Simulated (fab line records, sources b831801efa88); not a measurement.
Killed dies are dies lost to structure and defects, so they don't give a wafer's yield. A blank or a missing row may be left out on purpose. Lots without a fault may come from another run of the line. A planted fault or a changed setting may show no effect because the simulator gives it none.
Which tool did it? | flow sky130 | 12 lots, 36 wafers sampled, at 3 steps of a route of 708

WHAT THE GAUGES READ, wafer by wafer
SKY_VIA1_THK_MEAS_01. Usual: VIA1_HDPCVD_THK 1035 nm, standard deviation 13.
lot  | measured     | on            | VIA1_HDPCVD_THK (nm) | flag
L555 | day 33 20:12 | film_metro-01 | 1034 1044 1054       |
L557 | day 34 22:10 | film_metro-01 | 1032 1026 1025       |
L561 | day 35 20:47 | film_metro-04 | 1045 1041 1041       |
L564 | day 36 19:33 | film_metro-02 | 1027 1034 1031       |
L565 | day 36 21:27 | film_metro-02 | 1011 1009 1013       |
L567 | day 37 13:12 | film_metro-02 | 1023 1044 1039       |
L570 | day 38 11:29 | film_metro-01 | 1059 1040 1066       |
L572 | day 39 05:31 | film_metro-04 | 1038 1043 1033       |
L574 | day 39 19:04 | film_metro-01 | 1033 1047 1026       |
L576 | day 40 01:11 | film_metro-04 | 1040 1058 1051       |
L577 | day 40 09:11 | film_metro-04 | 1027 1044 1050       |
L578 | day 40 10:43 | film_metro-01 | 1020 1028 1012       |

WHICH TOOL RAN EACH LOT (tool, then ch and the chambers of the sampled wafers, then the start)
lot  | SKY_LDD_N_IMPLANT_08            | SKY_METAL1_ETCH_18
L555 | implanter-01 ch 0, day 18 09:47 | rie_metal-01 ch 0, day 33 19:06
L557 | implanter-01 ch 0, day 19 19:42 | rie_metal-01 ch 0, day 34 21:07
L561 | implanter-04 ch 0, day 20 18:20 | rie_metal-01 ch 0,1, day 35 19:56
L564 | implanter-03 ch 0, day 22 00:08 | rie_metal-01 ch 0, day 36 18:36
L565 | implanter-04 ch 0, day 22 00:45 | rie_metal-04 ch 0,1, day 36 20:35
L567 | implanter-04 ch 0, day 22 20:42 | rie_metal-01 ch 1, day 37 12:11
L570 | implanter-03 ch 0, day 23 19:25 | rie_metal-02 ch 0,1, day 38 10:34
L572 | implanter-01 ch 0, day 24 17:17 | rie_metal-02 ch 0,1, day 39 04:39
L574 | implanter-03 ch 0, day 25 10:20 | rie_metal-04 ch 0,1, day 39 18:12
L576 | implanter-01 ch 0, day 25 18:31 | rie_metal-02 ch 0,1, day 40 00:20
L577 | implanter-01 ch 0, day 26 02:37 | rie_metal-04 ch 0,1, day 40 08:20
L578 | implanter-01 ch 0, day 26 05:24 | rie_metal-02 ch 0,1, day 40 09:51
- SKY_LDD_N_IMPLANT_08
- SKY_METAL1_ETCH_18: etches BARC in N2/H2, stops on SiO2, time 45.9 s, target depth 60 nm.

WHAT THE TOOLS THEMSELVES READ (means of the sampled wafers that have a number; where no wafer has one, the mark that the record gives instead)
SKY_LDD_N_IMPLANT_08. Usual: beam_on_s 9.97 s, standard deviation 0.2; dose_ions_cm2 7.502e+13, standard deviation 8.3e+10; faraday_current_uA 423, standard deviation 8.4; rotation_deg 22.993 degrees, standard deviation 0.02.
lot  | tool         | beam_on_s (s) | dose_ions_cm2 | faraday_current_uA | rotation_deg (degrees) | flag
L555 | implanter-01 | 9.92          | 7.498e+13     | 426                | 23.008                 |
L557 | implanter-01 | 10.14         | 7.498e+13     | 417                | 23.003                 |
L561 | implanter-04 | 10.02         | 7.506e+13     | 422                | 22.988                 |
L564 | implanter-03 | 9.81          | 7.496e+13     | 430                | 22.971                 |
L565 | implanter-04 | 9.92          | 7.504e+13     | 425                | 193.990                | OFF
L567 | implanter-04 | 10.02         | 7.482e+13     | 422                | 194.020                | OFF
L570 | implanter-03 | 9.66          | 7.503e+13     | 436                | 22.989                 |
L572 | implanter-01 | 10.00         | 7.501e+13     | 424                | 22.988                 |
L574 | implanter-03 | 9.99          | 7.501e+13     | 422                | 22.984                 |
L576 | implanter-01 | 9.96          | 7.495e+13     | 423                | 23.012                 |
L577 | implanter-01 | 9.93          | 7.504e+13     | 424                | 23.013                 |
L578 | implanter-01 | 9.97          | 7.504e+13     | 424                | 22.982                 |

SKY_METAL1_ETCH_18. Usual: chamber_pressure_mTorr 29.996 mTorr, standard deviation 0.025; drypump_motor_current_A 5.9 A, standard deviation 0.32; oes_product_au 0.855 a.u., standard deviation 0.005; throttle_valve_pct 13.225 %, standard deviation 0.0096.
lot  | tool         | chamber_pressure_mTorr (mTorr) | drypump_motor_current_A (A) | oes_product_au (a.u.) | throttle_valve_pct (%) | flag
L555 | rie_metal-01 | 29.995                         | 5.7                         | 0.854                 | 13.225                 |
L557 | rie_metal-01 | 29.997                         | 5.7                         | 0.857                 | 13.223                 |
L561 | rie_metal-01 | 29.993                         | 5.7                         | 0.855                 | 13.226                 |
L564 | rie_metal-01 | 29.980                         | 5.7                         | 0.861                 | 13.234                 |
L565 | rie_metal-04 | 30.007                         | 5.9                         | 0.856                 | 13.230                 |
L567 | rie_metal-01 | 30.003                         | 5.8                         | 0.857                 | 13.217                 |
L570 | rie_metal-02 | 30.003                         | 6.2                         | 0.856                 | 13.226                 |
L572 | rie_metal-02 | 29.995                         | 6.0                         | 0.856                 | 13.223                 |
L574 | rie_metal-04 | 29.993                         | 5.9                         | 0.856                 | 13.225                 |
L576 | rie_metal-02 | 30.021                         | 6.2                         | 0.855                 | 13.223                 |
L577 | rie_metal-04 | 29.981                         | 5.6                         | 0.853                 | 13.229                 |
L578 | rie_metal-02 | 29.984                         | 6.0                         | 0.857                 | 13.220                 |

THE ANSWER, worked out from the rows above alone
Rule: a lot is off if the mean of its wafers that have a number lies more than 3 standard deviations from the usual mean. A lot without any number at a reading at which 4 lots or more have one is off too. The other lots that the step has rows for count as sound. The gauges are gone through in route order, then the tools' own readings, and for those a lot's mean is taken as printed above. The first step at which some lot is off is used, and at that step the reading that is off furthest; a lot without a number counts as furthest.
Off: L565, L567, at SKY_LDD_N_IMPLANT_08 (rotation_deg).
A tool fits if, at that step or a process step before it, it ran every lot that is off, and no sound lot after the first of them. One fits: implanter-04 at SKY_LDD_N_IMPLANT_08. Its last sound lot is L561 (day 20 18:20), its first lot that is off L565 (day 22 00:45): a fault that began between those two fits.
The tool's own readings at SKY_LDD_N_IMPLANT_08 bear it out: on the lots that are off they differ by more than 5 times the standard deviation of the sound lots' means. rotation_deg reads 194.005 degrees there against 22.994 degrees on the sound lots.

WHAT THE SIMULATOR HAD PUT IN
Process parameter drift: implanter-04, from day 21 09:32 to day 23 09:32, at SKY_LDD_N_IMPLANT_08. Setting rotation_deg, moved by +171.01, from 23. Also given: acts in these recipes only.
Lots struck among those shown: L565, L567. The rule above found the same.
